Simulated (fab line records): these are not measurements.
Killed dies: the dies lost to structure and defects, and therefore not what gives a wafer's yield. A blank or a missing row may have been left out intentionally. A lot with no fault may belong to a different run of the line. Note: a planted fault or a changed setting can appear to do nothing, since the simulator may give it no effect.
Chamber matching | flow sfqLine | pecvd-03 running SFQ_TRILAYER_I3_DEP_PECVD_081: 3 sister chambers
The step deposits SiO2 from SiH4/N2O, time 111.11 s, target thk 500 nm. 3 wafers are shown with their chamber, then 7 later ones without.

== WAFERS PAIRED WITH THEIR CHAMBERS ==
wafer  | chamber | heaterPowerW (W)
L236.1 | 0       | 84
L237.4 | 1       | 83
L237.5 | 2       | 65

== WAFERS WHOSE CHAMBER IS MISSING ==
wafer  | heaterPowerW (W)
L237.6 | 89
L238.1 | 61
L238.3 | 81
L238.6 | 66
L243.1 | 87
L243.4 | 68
L243.6 | 86

== WHICH CHAMBER EACH WENT THROUGH ==
wafer  | from the rows above     | in truth
L237.6 | can't be placed: 0 or 1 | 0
L238.1 | 2                       | 2
L238.3 | can't be placed: 1 or 0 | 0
L238.6 | 2                       | 2
L243.1 | can't be placed: 0 or 1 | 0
L243.4 | 2                       | 2
L243.6 | can't be placed: 0 or 1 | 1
Placed correctly: 3 of 7. Unplaceable from these rows: 4, with the true chamber sitting among the candidates in 4. 0 placed wrongly.
How it was worked out, from the rows above alone: a wafer's distance from a chamber is the root of the sum, over the readings, of the square of ((its reading less the chamber's mean) divided by the reading's scatter). If the next closest chamber is less than 2 further off than the closest, the wafer can't be placed; otherwise it belongs to the closest. Each chamber's mean is taken over the wafers shown for it. The scatter: with one shown wafer a chamber, the root of the mean of the squares of how far each hidden wafer lies from its nearest shown one.
